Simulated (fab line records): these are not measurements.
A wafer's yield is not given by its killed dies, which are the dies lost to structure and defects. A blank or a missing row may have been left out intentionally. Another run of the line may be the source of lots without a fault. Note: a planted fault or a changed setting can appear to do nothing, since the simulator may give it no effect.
fab line records -- flow sfq_line
[record] lots = 14, wafers = 42, last_day = 91
route steps=325 shown M0@36 I7@309
lots that met no fault: taken from a fault-free run of the same line
start_h: hours from the record's first day to the start of the lot's first wafer shown -- wait_h: time in hours since the lot's previous step -- " the same as in the row above -- L1.1+2: several wafers, shown together as one row -- - no value, or no start was given -- * or withheld: withheld -- < > ~ a bound
route shown NAME@n: a module of which the file shows steps, and the number in the route of the first -- usual: mean/standard deviation of fault-free wafers -- same: alike in all rows -- chamber/n: place in a boat -- sites: the reading at each site -- _std_site: the standard deviation of these -- _edge_site: mean of outer sites minus mean of inner sites -- radius_mm: for every site, how far away it sits from the centre of the wafer -- mask NAME#n: copy n -- behind: tool/chamber where the wafer was last shaped -- hold: cause of the lot's hold/its duration in hours/its outcome -- device: which transistor (n, p or np) failed to switch -- end of line: tests of these same wafers at the route's end -- step lacking rows: just its recipe -- killed: dies lost to structure and defects at the first sort, not the wafer's yield -- map: per-die view of a wafer (x killed, . not killed, _ where there is no die)
set.NAME: the setting that was run; set.NAME@STEP: the one run at that earlier step -- model.NAME: the simulator's own value behind a step, which no gauge read
route steps across a sampled set of lots; one table per step, one row per wafer
services: the hour from which a tool's chamber was out of use, counted from the record's first day as start_h (under 0 if before that day), plus the number of hours and why
[[steps]]
[step SFQ_TRILAYER_M0_LITHO_PEB_024]
[recipe] peb_temp_c = 115, peb_time_s = 60, resist = KrF
[usual] heater_power_total_W = 79.16/0.062
lot.wafer,tool,chamber,start_h,wait_h,heater_power_total_W
L610.4,litho_track-04,0,239.57,0.5,78.96
L610.5,litho_track-04,0,239.57,0.5,79.17
L610.6,litho_track-04,0,239.57,0.5,79.19
L612.4,litho_track-04,0,253.97,0.5,79.01
L612.5,litho_track-04,0,253.97,0.5,79.21
L612.6,litho_track-04,0,253.97,0.5,79.11
L614.3,litho_track-02,0,279.14,0.7,79.22
L614.5,litho_track-02,0,279.14,0.7,79.17
L614.6,litho_track-02,0,279.14,0.7,79.19
L616.1,litho_track-03,0,293.49,1.0,79.15
L616.3,litho_track-03,0,293.49,1.0,79.17
L616.6,litho_track-03,0,293.49,1.0,79.10
L618.3,litho_track-02,0,305.54,0.7,79.12
L618.5,litho_track-02,0,305.54,0.7,79.02
L618.6,litho_track-02,0,305.54,0.7,79.18
L619.4,litho_track-04,0,311.36,0.5,79.14
L619.5,litho_track-04,0,311.36,0.5,79.09
L619.6,litho_track-04,0,311.36,0.5,79.13
L620.3,litho_track-02,0,316.13,0.7,79.18
L620.4,litho_track-02,0,316.13,0.7,79.05
L620.5,litho_track-02,0,316.13,0.7,79.08
L621.3,litho_track-03,0,319.73,0.7,79.15
L621.5,litho_track-03,0,319.73,0.7,79.09
L621.6,litho_track-03,0,319.73,0.7,79.16
L622.3,litho_track-04,0,324.53,0.7,79.24
L622.4,litho_track-04,0,324.53,0.7,79.20
L622.6,litho_track-04,0,324.53,0.7,79.20
L623.2,litho_track-04,0,326.91,0.8,79.15
L623.3,litho_track-04,0,326.91,0.8,79.14
L623.4,litho_track-04,0,326.91,0.8,79.19
L626.3,litho_track-04,0,373.73,0.7,79.25
L626.4,litho_track-04,0,373.73,0.7,86.06
L626.5,litho_track-04,0,373.73,0.7,86.13
L627.2,litho_track-04,0,386.91,0.8,79.15
L627.4,litho_track-04,0,386.91,0.8,86.10
L627.6,litho_track-04,0,386.91,0.8,79.13
L628.4,litho_track-03,0,397.76,0.5,79.17
L628.5,litho_track-03,0,397.76,0.5,79.04
L628.6,litho_track-03,0,397.76,0.5,79.19
L633.2,litho_track-02,0,458.13,0.8,79.05
L633.4,litho_track-02,0,458.13,0.8,79.11
L633.5,litho_track-02,0,458.13,0.8,79.18
[step SFQ_TRILAYER_I7_VIA_STRIP_STRIP_191]
[recipe] gas = O2, power_w = 200, platen_temp_c = 40, overash_fraction = 0.65, chemistry = O2, pressure_mtorr = 50
[usual] chamber_pressure_mTorr = 50.01/0.045, drypump_motor_current_A = 6.0/0.48, oes_product_au = 0.999/0.0078
lot.wafer,tool,chamber,start_h,wait_h,chamber_pressure_mTorr,drypump_motor_current_A,oes_product_au,rf_hours_counter_h
L610.4,rie_metal-02,0,1863.73,-,49.99,6.1,0.985,-
L610.5,rie_metal-02,1,1863.73,-,49.98,5.6,0.998,-
L610.6,rie_metal-02,0,1863.73,-,49.95,6.1,0.987,-
L612.4,rie_metal-01,0,1988.45,-,50.00,5.4,0.990,-
L612.5,rie_metal-01,0,1988.45,-,49.98,5.4,0.989,-
L612.6,rie_metal-01,0,1988.45,-,50.02,5.4,0.989,-
L614.3,rie_metal-01,0,2009.65,-,49.96,5.4,0.998,-
L614.5,rie_metal-01,0,2009.65,-,49.96,5.4,0.998,-
L614.6,rie_metal-01,1,2009.65,-,49.91,5.6,0.994,-
L616.1,rie_metal-04,0,2035.55,-,50.06,6.5,0.998,84
L616.3,rie_metal-04,0,2035.55,-,49.98,6.5,1.003,-
L616.6,rie_metal-04,1,2035.55,-,50.01,6.7,0.998,-
L618.3,rie_metal-01,1,2039.35,-,49.95,5.6,1.001,-
L618.5,rie_metal-01,1,2039.35,-,50.00,5.6,1.007,-
L618.6,rie_metal-01,0,2039.35,-,50.08,5.3,1.002,-
L619.4,rie_metal-02,1,2040.55,-,50.03,5.6,1.007,-
L619.5,rie_metal-02,1,2040.55,-,50.00,5.5,1.008,-
L619.6,rie_metal-02,0,2040.55,-,50.04,6.1,0.999,-
L620.3,rie_metal-04,1,2041.75,-,50.02,6.7,1.001,-
L620.4,rie_metal-04,0,2041.75,-,49.96,6.5,1.000,-
L620.5,rie_metal-04,1,2041.75,-,50.03,6.6,0.997,-
L621.3,rie_metal-02,1,2044.15,-,49.98,5.6,1.006,-
L621.5,rie_metal-02,1,2044.15,-,49.99,5.6,0.999,-
L621.6,rie_metal-02,0,2044.15,-,49.98,6.0,0.996,-
L622.3,rie_metal-02,1,2047.75,-,50.04,5.6,0.998,-
L622.4,rie_metal-02,0,2047.75,-,50.03,6.0,0.997,-
L622.6,rie_metal-02,1,2047.75,-,50.04,5.6,0.992,-
L623.2,rie_metal-04,0,2048.75,-,49.98,6.4,0.993,86
L623.3,rie_metal-04,0,2048.75,-,50.00,6.5,1.002,-
L623.4,rie_metal-04,1,2048.75,-,50.07,6.6,1.006,-
L626.3,rie_metal-04,0,2086.93,-,49.96,6.5,1.001,-
L626.4,rie_metal-04,1,2086.93,-,49.96,6.7,0.994,-
L626.5,rie_metal-04,1,2086.93,-,49.98,6.6,0.994,-
L627.2,rie_metal-04,1,2089.13,-,49.96,6.7,1.010,102
L627.4,rie_metal-04,1,2089.13,-,50.03,6.6,1.005,-
L627.6,rie_metal-04,0,2089.13,-,50.04,6.5,1.000,-
L628.4,rie_metal-01,0,2090.53,-,50.08,5.4,1.003,-
L628.5,rie_metal-01,1,2090.53,-,50.03,5.6,0.999,-
L628.6,rie_metal-01,0,2090.53,-,49.99,5.4,1.002,-
L633.2,rie_metal-01,1,2098.73,-,50.03,5.6,0.989,14
L633.4,rie_metal-01,1,2098.73,-,50.01,5.6,0.992,-
L633.5,rie_metal-01,1,2098.73,-,50.05,5.6,0.991,-
[[services]]
tool,chamber,start_h,hours,kind
rie_metal-01,0,219.21,2.0,repair
rie_metal-01,-,247.81,2.8,pm
rie_metal-04,0,294.62,6.7,repair
rie_metal-04,0,478.22,4.9,repair
rie_metal-04,-,506.21,0.4,repair
rie_metal-04,1,548.37,21.0,repair
rie_metal-04,-,617.93,14.6,pm
rie_metal-04,-,704.99,0.8,repair
rie_metal-01,0,738.82,4.2,repair
rie_metal-04,-,816.54,2.8,pm
rie_metal-01,1,823.59,1.6,repair
rie_metal-04,1,845.56,5.6,repair
rie_metal-01,1,856.89,16.7,repair
rie_metal-04,-,975.71,0.4,repair
rie_metal-01,-,1163.95,0.2,repair
rie_metal-04,-,1228.26,9.1,repair
rie_metal-04,1,1242.20,11.4,repair
rie_metal-01,-,1347.60,2.8,pm
rie_metal-04,-,1431.61,0.4,repair
rie_metal-01,1,1554.49,14.8,repair
rie_metal-04,0,1560.95,10.2,repair
rie_metal-01,-,1702.78,0.2,repair
rie_metal-01,0,1843.55,2.5,repair
rie_metal-04,-,1882.24,4.3,pm
[[key]]
[first_sign] step = SFQ_TRILAYER_M0_LITHO_PEB_024, reading = heater_power_total_W, direction = up, sigmas = 99+, usual = 79.16, struck = 86.10
effect none on later readings
met_at SFQ_TRILAYER_M0_LITHO_PEB_024
struck_lots L626,L627
struck_wafers L626.4,L626.5,L627.4
not_acting_at SFQ_TRILAYER_I7_VIA_STRIP_STRIP_191
onset_between 326.91 373.73
[fault] kind = process_parameter_drift, tool = litho_track-04, chamber = -, onset_h = 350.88, steps = SFQ_TRILAYER_M0_LITHO_PEB_024, channel = peb_time_s, offset = *, shape = step, end_h = 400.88, scope = struck_wafers_only, acts_in = *, stated = *
